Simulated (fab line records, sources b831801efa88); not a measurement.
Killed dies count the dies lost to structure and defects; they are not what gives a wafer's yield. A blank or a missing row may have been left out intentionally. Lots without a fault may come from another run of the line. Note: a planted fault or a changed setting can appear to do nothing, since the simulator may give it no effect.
Which tool was responsible?	flow sfq_line	15 lots, 45 wafers sampled, at 4 steps of a route of 325

== WHAT THE GAUGES READ, wafer by wafer ==
The record lacks any reading of a measuring or inspecting step that a usual standard deviation could be used to judge.

== WHICH TOOL RAN EACH LOT (tool, then ch and the chambers of the sampled wafers, then the start) ==
lot	SFQ_TRILAYER_M1_BARC_OPEN_METAL_ETCH_054	SFQ_TRILAYER_M1_ETCH_METAL_ETCH_042	SFQ_TRILAYER_I1_VIA_LITHO_EXPOSE_050	SFQ_TRILAYER_I1_VIA_ETCH_VIA_ETCH_052
L142	rie_metal-02 ch 0,1, day 22 08:47	rie_metal-02 ch 0,1, day 22 08:51	krf_scanner-02 ch 0, day 29 06:59	rie_diel-03 ch 0,2,3, day 29 08:33
L145	rie_metal-03 ch 0,1, day 24 18:38	rie_metal-03 ch 0,1, day 24 18:42	krf_scanner-01 ch 0, day 31 13:52	rie_diel-02 ch 0,1,3, day 31 15:27
L146	rie_metal-02 ch 0, day 24 19:53	rie_metal-02 ch 0, day 24 20:03	krf_scanner-01 ch 0, day 32 01:10	rie_diel-03 ch 0,2, day 32 02:25
L147	rie_metal-03 ch 0,1, day 25 05:26	rie_metal-03 ch 0,1, day 25 05:31	krf_scanner-01 ch 0, day 32 06:46	rie_diel-01 ch 0,1,3, day 32 08:21
L149	rie_metal-04 ch 1, day 26 15:02	rie_metal-04 ch 1, day 26 15:10	krf_scanner-01 ch 0, day 33 01:58	rie_diel-02 ch 1,2,3, day 33 03:33
L150	rie_metal-02 ch 0,1, day 27 01:13	rie_metal-02 ch 0,1, day 27 01:16	krf_scanner-01 ch 0, day 33 06:58	rie_diel-03 ch 0,2,3, day 33 08:21
L151	rie_metal-02 ch 0,1, day 27 09:37	rie_metal-02 ch 0,1, day 27 09:40	krf_scanner-01 ch 0, day 33 11:46	rie_diel-01 ch 1,2,3, day 33 13:09
L152	rie_metal-02 ch 0, day 27 12:01	rie_metal-02 ch 0, day 27 12:04	krf_scanner-01 ch 0, day 33 12:58	rie_diel-02 ch 0,1,3, day 33 14:21
L154	rie_metal-04 ch 0,1, day 28 08:31	rie_metal-04 ch 0,1, day 28 08:34	krf_scanner-01, day 33 21:22	rie_diel-01 ch 1,2, day 33 22:45
L155	rie_metal-03 ch 0,1, day 28 20:31	rie_metal-03 ch 0,1, day 28 20:34	krf_scanner-01, day 34 04:22	rie_diel-03 ch 0,1,3, day 34 05:57
L156	rie_metal-02 ch 0,1, day 28 22:55	rie_metal-02 ch 0,1, day 28 22:58	krf_scanner-01, day 34 05:34	rie_diel-01 ch 0,2,3, day 34 07:09
L158	rie_metal-03 ch 0,1, day 29 07:19	rie_metal-03 ch 0,1, day 29 07:22	krf_scanner-01 ch 0, day 34 16:22	rie_diel-02 ch 0,1,3, day 34 17:57
L162	rie_metal-02 ch 0,1, day 31 03:25	rie_metal-02 ch 0,1, day 31 03:28	krf_scanner-01 ch 0, day 36 23:43	rie_diel-03 ch 1,2,3, day 37 01:18
L163	rie_metal-04 ch 0,1, day 31 07:18	rie_metal-04 ch 0,1, day 31 07:22	krf_scanner-01 ch 0, day 37 04:43	rie_diel-01 ch 0,2,3, day 37 06:06
L165	rie_metal-02 ch 0,1, day 31 13:01	rie_metal-02 ch 0,1, day 31 13:04	krf_scanner-02 ch 0, day 37 17:51	rie_diel-03 ch 0,1, day 37 19:26
- SFQ_TRILAYER_M1_BARC_OPEN_METAL_ETCH_054: etches BARC in O2, target depth 125 nm, time 41.7 s.
- SFQ_TRILAYER_M1_ETCH_METAL_ETCH_042: etches Nb in Cl2/Ar, stops on SiO2, target depth 240 nm, time 120 s.
- SFQ_TRILAYER_I1_VIA_LITHO_EXPOSE_050: exposes mask I1, target cd 500 nm.
- SFQ_TRILAYER_I1_VIA_ETCH_VIA_ETCH_052: etches SiO2 in CHF3, stops on Nb, target depth 260 nm.

== AS READ BY THE TOOLS THEMSELVES (means over the sampled wafers that have a number; for cases with no such wafer, the mark the record gives instead) ==
SFQ_TRILAYER_M1_BARC_OPEN_METAL_ETCH_054. Usual: bias_w 80.06 W, standard deviation 0.23; chamber_pressure_mTorr 10.001 mTorr, standard deviation 0.0094; drypump_motor_current_A 5.5 A, standard deviation 0.45; he_backside_leak_sccm 3.47 sccm, standard deviation 0.15; oes_product_au 0.688 a.u., standard deviation 0.0044.
lot	tool	bias_w (W)	chamber_pressure_mTorr (mTorr)	drypump_motor_current_A (A)	he_backside_leak_sccm (sccm)	oes_product_au (a.u.)	flag
L142	rie_metal-02	79.98	9.994	5.3	3.62	0.683	
L145	rie_metal-03	80.27	10.004	6.1	3.73	0.689	
L146	rie_metal-02	80.02	10.004	5.1	3.47	0.685	
L147	rie_metal-03	80.14	10.009	6.3	3.51	0.688	
L149	rie_metal-04	80.27	10.004	6.0	3.58	0.688	
L150	rie_metal-02	80.09	9.996	5.3	3.46	0.686	
L151	rie_metal-02	80.14	9.998	5.3	3.35	0.686	
L152	rie_metal-02	80.20	9.989	5.1	3.41	0.689	
L154	rie_metal-04	-	-	-	-	-	OFF
L155	rie_metal-03	-	-	-	-	-	OFF
L156	rie_metal-02	-	-	-	-	-	OFF
L158	rie_metal-03	80.02	9.996	6.1	3.70	0.690	
L162	rie_metal-02	79.94	10.001	5.3	3.39	0.684	
L163	rie_metal-04	80.24	10.005	5.9	3.58	0.691	
L165	rie_metal-02	80.23	10.009	5.2	3.43	0.686	

SFQ_TRILAYER_M1_ETCH_METAL_ETCH_042. Usual: bias_w 80.00 W, standard deviation 0.22; chamber_pressure_mTorr 10.001 mTorr, standard deviation 0.008; drypump_motor_current_A 5.5 A, standard deviation 0.45; he_backside_leak_sccm 3.47 sccm, standard deviation 0.15; oes_product_au 0.892 a.u., standard deviation 0.0078.
lot	tool	bias_w (W)	chamber_pressure_mTorr (mTorr)	drypump_motor_current_A (A)	he_backside_leak_sccm (sccm)	oes_product_au (a.u.)	flag
L142	rie_metal-02	79.95	9.993	5.3	3.48	0.893	
L145	rie_metal-03	80.03	10.003	6.1	3.61	0.890	
L146	rie_metal-02	79.93	10.001	5.1	3.31	0.896	
L147	rie_metal-03	80.13	10.001	6.3	3.60	0.896	
L149	rie_metal-04	79.99	10.013	6.0	3.69	0.891	
L150	rie_metal-02	79.76	10.006	5.3	3.43	0.900	
L151	rie_metal-02	80.20	9.997	5.3	3.47	0.893	
L152	rie_metal-02	79.86	10.005	5.1	3.38	0.889	
L154	rie_metal-04	80.05	9.997	5.9	3.45	0.370	OFF
L155	rie_metal-03	80.20	10.001	6.3	3.71	0.375	OFF
L156	rie_metal-02	79.97	10.006	5.3	3.36	0.372	OFF
L158	rie_metal-03	80.03	10.004	6.1	3.58	0.898	
L162	rie_metal-02	80.09	10.007	5.3	3.39	0.891	
L163	rie_metal-04	79.92	9.995	5.9	3.63	0.899	
L165	rie_metal-02	80.02	10.001	5.2	3.42	0.883	

SFQ_TRILAYER_I1_VIA_LITHO_EXPOSE_050. Usual: exposure_dose_mJ_cm2 21.710, standard deviation 0.022; focus_offset_nm 0.0 nm, standard deviation 0.52; stage_vel_mm_s 499.95 mm/s, standard deviation 0.26.
lot	tool	exposure_dose_mJ_cm2	focus_offset_nm (nm)	stage_vel_mm_s (mm/s)	flag
L142	krf_scanner-02	21.750	0.1	499.88	
L145	krf_scanner-01	21.689	0.0	500.25	
L146	krf_scanner-01	21.701	0.2	499.95	
L147	krf_scanner-01	21.721	0.3	499.93	
L149	krf_scanner-01	21.731	-0.4	500.24	
L150	krf_scanner-01	21.683	-0.3	500.01	
L151	krf_scanner-01	21.710	0.2	499.77	
L152	krf_scanner-01	21.737	0.5	499.95	
L154	krf_scanner-01	-	-	-	OFF
L155	krf_scanner-01	-	-	-	OFF
L156	krf_scanner-01	-	-	-	OFF
L158	krf_scanner-01	21.699	-0.3	499.76	
L162	krf_scanner-01	21.718	-0.1	500.00	
L163	krf_scanner-01	21.699	0.4	500.07	
L165	krf_scanner-02	21.708	0.3	500.29	

SFQ_TRILAYER_I1_VIA_ETCH_VIA_ETCH_052. Usual: bias_w 79.98 W, standard deviation 0.24; chamber_pressure_mTorr 30.002 mTorr, standard deviation 0.025; drypump_motor_current_A 6.0 A, standard deviation 0.4; oes_product_au 0.853 a.u., standard deviation 0.0051.
lot	tool	bias_w (W)	chamber_pressure_mTorr (mTorr)	drypump_motor_current_A (A)	oes_product_au (a.u.)	flag
L142	rie_diel-03	80.00	29.994	6.1	0.854	
L145	rie_diel-02	79.87	30.006	5.8	0.851	
L146	rie_diel-03	80.03	29.989	6.2	0.851	
L147	rie_diel-01	80.02	30.019	5.8	0.858	
L149	rie_diel-02	80.22	29.987	5.9	0.853	
L150	rie_diel-03	79.95	30.003	6.1	0.852	
L151	rie_diel-01	80.07	29.997	5.9	0.852	
L152	rie_diel-02	80.27	29.999	5.8	0.856	
L154	rie_diel-01	79.97	29.994	6.1	0.377	OFF
L155	rie_diel-03	80.11	29.977	6.1	0.374	OFF
L156	rie_diel-01	80.00	30.016	5.7	0.375	OFF
L158	rie_diel-02	80.02	30.005	5.8	0.846	
L162	rie_diel-03	80.01	30.004	6.2	0.854	
L163	rie_diel-01	80.05	30.013	5.7	0.855	
L165	rie_diel-03	80.16	30.007	5.9	0.853	

== THE ANSWER, worked out from the rows above alone ==
Rule: a lot counts as off when the mean over its wafers that have a number is more than 3 standard deviations away from the usual mean. Also off: a lot with no number at a reading for which 4 or more lots have one. All remaining lots with rows at the step are treated as sound. After the gauges, taken in route order, come the tools' own readings; for these a lot's mean is taken, as printed above. At the first step where some lot is off, the reading lying furthest off is the one used; lots without a number count as furthest.
Off: L154, L155, L156, at SFQ_TRILAYER_M1_BARC_OPEN_METAL_ETCH_054 (bias_w). Without a number there: L154, L155, L156.
A tool fits if, at that step or a process step before it, it ran every lot that is off, and no sound lot after the first of them. No candidate that was tried fits.

== WHAT THE SIMULATOR HAD PUT IN ==
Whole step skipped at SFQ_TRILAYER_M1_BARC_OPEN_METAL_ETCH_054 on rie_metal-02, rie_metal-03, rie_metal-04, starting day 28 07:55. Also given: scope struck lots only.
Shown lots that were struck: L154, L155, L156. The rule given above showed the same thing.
